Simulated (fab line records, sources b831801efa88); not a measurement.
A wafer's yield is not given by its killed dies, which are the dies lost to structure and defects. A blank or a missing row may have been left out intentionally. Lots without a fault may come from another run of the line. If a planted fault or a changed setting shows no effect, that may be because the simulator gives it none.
Which of the tools did it? ; flow gf180mcu ; 12 lots, 36 wafers sampled, at 5 steps of a route of 602

## WHAT THE GAUGES SHOWED, per wafer
GF_V3_THK_MEAS_25: measures by xrf.
lot;measured;on;V3_W_THK (nm)
L577;day 22 10:53;filmMetro-01;334 335 330
L579;day 23 10:25;filmMetro-01;329 329 329
L581;day 24 09:16;filmMetro-01;332 334 337
L585;day 25 17:40;filmMetro-03;341 341 333
L587;day 26 06:04;filmMetro-02;338 340 338
L588;day 26 14:44;filmMetro-03;347 348 346
L589;day 27 00:17;filmMetro-01;322 325 328
L594;day 28 09:22;filmMetro-02;331 329 329
L596;day 29 00:01;filmMetro-03;341 341 340
L597;day 29 02:20;filmMetro-03;342 344 335
L599;day 29 17:25;filmMetro-03;335 335 338
L600;day 30 02:01;filmMetro-02;332 338 335

GF_MIM_THK_MEAS_06.
lot;measured;on;MIM_CVD_05_THK (nm)
L577;day 24 12:26;filmMetro-01;41.7 42.1 42.6
L579;day 25 10:25;filmMetro-02;41.0 40.8 41.4
L581;day 26 08:59;filmMetro-01;41.3 42.2 41.7
L585;day 27 14:37;filmMetro-01;41.5 41.9 41.8
L587;day 28 01:56;filmMetro-02;40.5 40.5 41.3
L588;day 28 11:53;filmMetro-01;41.8 41.8 42.4
L589;day 28 20:59;filmMetro-01;41.7 42.0 41.9
L594;day 30 03:07;filmMetro-02;50.1 40.8 50.4
L596;day 30 17:12;filmMetro-02;50.4 41.6 51.0
L597;day 30 19:08;filmMetro-02;42.4 42.8 42.9
L599;day 31 10:43;filmMetro-02;41.6 42.1 42.1
L600;day 31 17:25;filmMetro-04;41.3 42.5 42.6

## EACH LOT AND THE TOOL THAT RAN IT (in order: tool; ch and the chambers of the sampled wafers; start)
lot;GF_V4_SPUTTER_22;GF_MIM_SPUTTER_02;GF_MIM_CVD_05
L577;pvdSputter-04, day 24 11:32;pvdSputter-01, day 24 12:18;pecvd-02 ch 1,2, day 24 12:23
L579;pvdSputter-04, day 25 09:32;pvdSputter-03, day 25 10:17;pecvd-02 ch 0,1,2, day 25 10:23
L581;pvdSputter-01, day 26 08:05;pvdSputter-03, day 26 08:51;pecvd-02 ch 0,1,2, day 26 08:57
L585;pvdSputter-04, day 27 13:44;pvdSputter-01, day 27 14:29;pecvd-03 ch 1,2, day 27 14:35
L587;pvdSputter-04, day 28 01:04;pvdSputter-03, day 28 01:49;pecvd-02 ch 0,1,2, day 28 01:55
L588;pvdSputter-04, day 28 11:01;pvdSputter-03, day 28 11:46;pecvd-03 ch 0,1, day 28 11:52
L589;pvdSputter-01, day 28 20:00;pvdSputter-02, day 28 20:51;pecvd-03 ch 0,1,2, day 28 20:56
L594;pvdSputter-02, day 30 02:14;pvdSputter-02, day 30 03:00;pecvd-02 ch 0,2, day 30 03:05
L596;pvdSputter-04, day 30 16:19;pvdSputter-02, day 30 17:05;pecvd-02 ch 0,2, day 30 17:10
L597;pvdSputter-04, day 30 18:13;pvdSputter-02, day 30 18:59;pecvd-03 ch 0,1,2, day 30 19:05
L599;pvdSputter-04, day 31 09:50;pvdSputter-01, day 31 10:36;pecvd-03 ch 1,2, day 31 10:41
L600;pvdSputter-02, day 31 16:26;pvdSputter-03, day 31 17:17;pecvd-03 ch 0,1,2, day 31 17:23
- GF_V4_SPUTTER_22: material TiN, target thk 10 nm, time 40 s.
- GF_MIM_SPUTTER_02: material AlCu, target thk 450 nm, time 23.9 s.
- GF_MIM_CVD_05: deposits Si3N4, target thk 42 nm, time 29.086 s.

## AS READ BY THE TOOLS THEMSELVES (means over the sampled wafers that have a number; for cases with no such wafer, the mark the record gives instead)
GF_V4_SPUTTER_22.
lot;tool;cathodeDcPowerW (W);throttleValvePct (%)
L577;pvdSputter-04;3999.7;30.4
L579;pvdSputter-04;4000.6;30.6
L581;pvdSputter-01;3999.5;30.4
L585;pvdSputter-04;4000.4;30.4
L587;pvdSputter-04;4000.4;30.3
L588;pvdSputter-04;3999.7;30.4
L589;pvdSputter-01;4000.0;30.5
L594;pvdSputter-02;3999.8;30.8
L596;pvdSputter-04;3999.9;30.2
L597;pvdSputter-04;4000.2;30.6
L599;pvdSputter-04;3999.3;30.7
L600;pvdSputter-02;4000.3;31.2

GF_MIM_SPUTTER_02.
lot;tool;cathodeDcPowerW (W);throttleValvePct (%)
L577;pvdSputter-01;10599;30.3
L579;pvdSputter-03;10602;29.6
L581;pvdSputter-03;10600;29.7
L585;pvdSputter-01;10599;30.2
L587;pvdSputter-03;10599;29.5
L588;pvdSputter-03;10601;29.7
L589;pvdSputter-02;10601;31.0
L594;pvdSputter-02;10600;31.4
L596;pvdSputter-02;10601;30.9
L597;pvdSputter-02;10597;30.2
L599;pvdSputter-01;10599;30.4
L600;pvdSputter-03;10601;30.0

GF_MIM_CVD_05.
lot;tool;heaterPowerW (W)
L577;pecvd-02;668
L579;pecvd-02;655
L581;pecvd-02;601
L585;pecvd-03;680
L587;pecvd-02;618
L588;pecvd-03;691
L589;pecvd-03;694
L594;pecvd-02;602
L596;pecvd-02;636
L597;pecvd-03;664
L599;pecvd-03;626
L600;pecvd-03;703

## THE ANSWER, worked out from the rows above alone
Rule: what is usual is taken from the lots themselves. Put in order of their means at a reading, lots are off if they are a third of the lots or fewer, leave a main group of 4 or more, and stand apart from it by a gap of 3 or more times the standard deviation of the main group's means; of several such gaps the widest counts. If all means in a main group match to the digits the tables above print for the reading, that group is not used. A lot without any number at a reading at which 4 lots or more have one is off too. The other lots that the step has rows for count as sound. Order of review: gauges by route order, followed by the tools' own readings, for which a lot's mean as printed above is used. At the first step where some lot is off, the reading lying furthest off is the one used; lots without a number count as furthest.
Off: L594, L596, seen at GF_MIM_THK_MEAS_06 (MIM_CVD_05_THK). Main group: mean 41.8 nm, sd 0.52.
A tool fits if, at a process step before that reading, it ran every lot that is off, and no sound lot after the first of them. Those tools and the gauges at GF_MIM_THK_MEAS_06 are tried in the same way. One candidate fits, namely pecvd-02 at GF_MIM_CVD_05. A fault onset in the window from L587 (day 28 01:55, its last sound lot) to L594 (day 30 03:05, its first lot off) fits.

## WHAT THE SIMULATOR HAD PUT IN
pecvd-02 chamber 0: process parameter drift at GF_MIM_CVD_05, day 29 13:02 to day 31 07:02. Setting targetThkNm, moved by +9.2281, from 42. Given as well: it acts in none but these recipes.
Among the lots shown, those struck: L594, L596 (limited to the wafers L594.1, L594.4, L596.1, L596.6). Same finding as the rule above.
